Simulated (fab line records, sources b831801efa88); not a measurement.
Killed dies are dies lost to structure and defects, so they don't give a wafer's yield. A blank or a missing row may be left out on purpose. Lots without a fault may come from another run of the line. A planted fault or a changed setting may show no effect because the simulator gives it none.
Tool commonality check | flow gf180mcu | 11 lots, 33 wafers sampled

WHY IT WAS OPENED
At GF_HV_LDD_TW_MEAS_38 the reading HV_LDD_3_TW is flagged on 2 of 11 lots. Wafers without a fault read 1427, standard deviation 10.
Rule: a lot is flagged when every wafer of it that has a number lies more than 4 standard deviations from that mean, or none has a number. The other lots count as sound.

lot  | measured     | on            | HV_LDD_3_TW, wafer by wafer | flag
L742 | day 11 17:41 | film_metro-04 | 1430 1428 1423              |
L743 | day 12 01:55 | film_metro-04 | 1432 1435 1428              |
L744 | day 12 09:07 | film_metro-04 | 1433 1429 1438              |
L746 | day 12 22:15 | film_metro-01 | 1444 1435 1442              |
L747 | day 13 13:39 | film_metro-04 | 1326 1328 1326              | FLAGGED
L750 | day 15 02:06 | film_metro-01 | 1334 1326 1335              | FLAGGED
L759 | day 17 11:41 | film_metro-03 | 1407 1411 1409              |
L758 | day 17 11:59 | film_metro-03 | 1415 1404 1415              |
L761 | day 17 23:53 | film_metro-03 | 1415 1409 1412              |
L762 | day 18 08:38 | film_metro-04 | 1422 1429 1430              |
L764 | day 19 02:07 | film_metro-03 | 1412 1405 1408              |
The numbers of the flagged lots are 1329 on average: -98 against the usual, or -10 standard deviations.

WHICH TOOL RAN EACH LOT
The record holds 4 process steps before the reading, out of a route of 602 steps. In each cell: the tool, then ch and the chambers that the sampled wafers went through, then the start.
lot  | flag    | GF_VT_IMPLANT_RTA_45             | GF_DUAL_GATE_STRIP_13                | GF_POLY_GATE_ETCH_12               | GF_HV_LDD_IMPLANT_34
L742 |         | rtp_anneal-02 ch 0, day 7 16:17  | plasma_asher-02 ch 0,1, day 8 11:49  | rie_diel-01 ch 0,1,2, day 9 07:54  | implanter-01 ch 0, day 11 17:08
L743 |         | rtp_anneal-02 ch 0, day 7 23:43  | plasma_asher-04 ch 0,1, day 8 18:31  | rie_diel-04 ch 1,3, day 9 16:21    | implanter-02 ch 0, day 12 01:23
L744 |         | rtp_anneal-02 ch 0, day 8 07:10  | plasma_asher-04 ch 0, day 9 02:03    | rie_diel-03 ch 1,2,3, day 9 22:50  | implanter-01 ch 0, day 12 08:35
L746 |         | rtp_anneal-01 ch 0, day 8 19:47  | plasma_asher-01 ch 0,1, day 9 15:12  | rie_diel-01 ch 0,2, day 10 11:41   | implanter-02 ch 0, day 12 21:44
L747 | FLAGGED | rtp_anneal-02 ch 0, day 9 06:59  | plasma_asher-04 ch 0, day 10 02:31   | rie_diel-01 ch 0,2,3, day 11 00:08 | implanter-02 ch 0, day 13 13:06
L750 | FLAGGED | rtp_anneal-02 ch 0, day 10 14:50 | plasma_asher-02 ch 0,1, day 11 11:46 | rie_diel-04 ch 1,2,3, day 12 10:11 | implanter-02 ch 0, day 15 01:33
L759 |         | rtp_anneal-02 ch 0, day 12 15:08 | plasma_asher-01 ch 0,1, day 13 13:13 | rie_diel-01 ch 1,2,3, day 14 13:59 | implanter-03 ch 0, day 17 11:08
L758 |         | rtp_anneal-02 ch 0, day 12 12:24 | plasma_asher-01 ch 0,1, day 13 11:32 | rie_diel-03 ch 2,3, day 14 14:20   | implanter-01 ch 0, day 17 11:26
L761 |         | rtp_anneal-02 ch 0, day 13 01:11 | plasma_asher-02 ch 0, day 14 01:01   | rie_diel-01 ch 1,2,3, day 15 02:50 | implanter-02 ch 0, day 17 23:20
L762 |         | rtp_anneal-02 ch 0, day 13 10:02 | plasma_asher-02 ch 0,1, day 14 09:17 | rie_diel-04 ch 0,1,2, day 15 10:17 | implanter-03 ch 0, day 18 08:07
L764 |         | rtp_anneal-01 ch 0, day 13 23:40 | plasma_asher-04 ch 0,1, day 14 23:50 | rie_diel-04 ch 2,3, day 16 02:17   | implanter-02 ch 0, day 19 01:34
What these steps do:
- GF_VT_IMPLANT_RTA_45: time 30 s.
- GF_DUAL_GATE_STRIP_13: strips in O2/N2.
- GF_POLY_GATE_ETCH_12: etches BARC in N2/H2.
- GF_HV_LDD_IMPLANT_34
- GF_HV_LDD_TW_MEAS_38

FLAGGED OVER TOTAL, TOOL BY TOOL (the gauges that took the reading come last)
step                  | tool            | lots run | flagged | share of the flagged lots | sound lots run after its first flagged lot
GF_VT_IMPLANT_RTA_45  | rtp_anneal-01   | 2        | 0       | none                      | -
GF_VT_IMPLANT_RTA_45  | rtp_anneal-02   | 9        | 2       | all                       | 4 (L758,L759,L761,L762)
GF_DUAL_GATE_STRIP_13 | plasma_asher-01 | 3        | 0       | none                      | -
GF_DUAL_GATE_STRIP_13 | plasma_asher-02 | 4        | 1       | some                      | 2 (L761,L762)
GF_DUAL_GATE_STRIP_13 | plasma_asher-04 | 4        | 1       | some                      | 1 (L764)
GF_POLY_GATE_ETCH_12  | rie_diel-01     | 5        | 1       | some                      | 2 (L759,L761)
GF_POLY_GATE_ETCH_12  | rie_diel-03     | 2        | 0       | none                      | -
GF_POLY_GATE_ETCH_12  | rie_diel-04     | 4        | 1       | some                      | 2 (L762,L764)
GF_HV_LDD_IMPLANT_34  | implanter-01    | 3        | 0       | none                      | -
GF_HV_LDD_IMPLANT_34  | implanter-02    | 6        | 2       | all                       | 2 (L761,L764)
GF_HV_LDD_IMPLANT_34  | implanter-03    | 2        | 0       | none                      | -
GF_HV_LDD_TW_MEAS_38  | film_metro-01   | 2        | 1       | some                      | 0
GF_HV_LDD_TW_MEAS_38  | film_metro-03   | 4        | 0       | none                      | -
GF_HV_LDD_TW_MEAS_38  | film_metro-04   | 5        | 1       | some                      | 1 (L762)

WHAT THE TABLE ALLOWS
2 rows of the table ran every flagged lot: rtp_anneal-02 at GF_VT_IMPLANT_RTA_45, implanter-02 at GF_HV_LDD_IMPLANT_34.
- rtp_anneal-02 at GF_VT_IMPLANT_RTA_45: 2 of its 9 lots flagged. Sound lots ran on it after the first flagged one (L758, L759, L761, L762), which a lasting fault on the whole tool wouldn't allow.
- implanter-02 at GF_HV_LDD_IMPLANT_34: 2 of its 6 lots flagged. Sound lots ran on it after the first flagged one (L761, L764), which a lasting fault on the whole tool wouldn't allow. Its own readings lie more than 4 standard deviations out on every wafer of the flagged lots: dose_ions_cm2, faraday_current_uA.
No row of the table ran every flagged lot and no sound lot after the first.

WHAT THE SIMULATOR HAD PUT IN
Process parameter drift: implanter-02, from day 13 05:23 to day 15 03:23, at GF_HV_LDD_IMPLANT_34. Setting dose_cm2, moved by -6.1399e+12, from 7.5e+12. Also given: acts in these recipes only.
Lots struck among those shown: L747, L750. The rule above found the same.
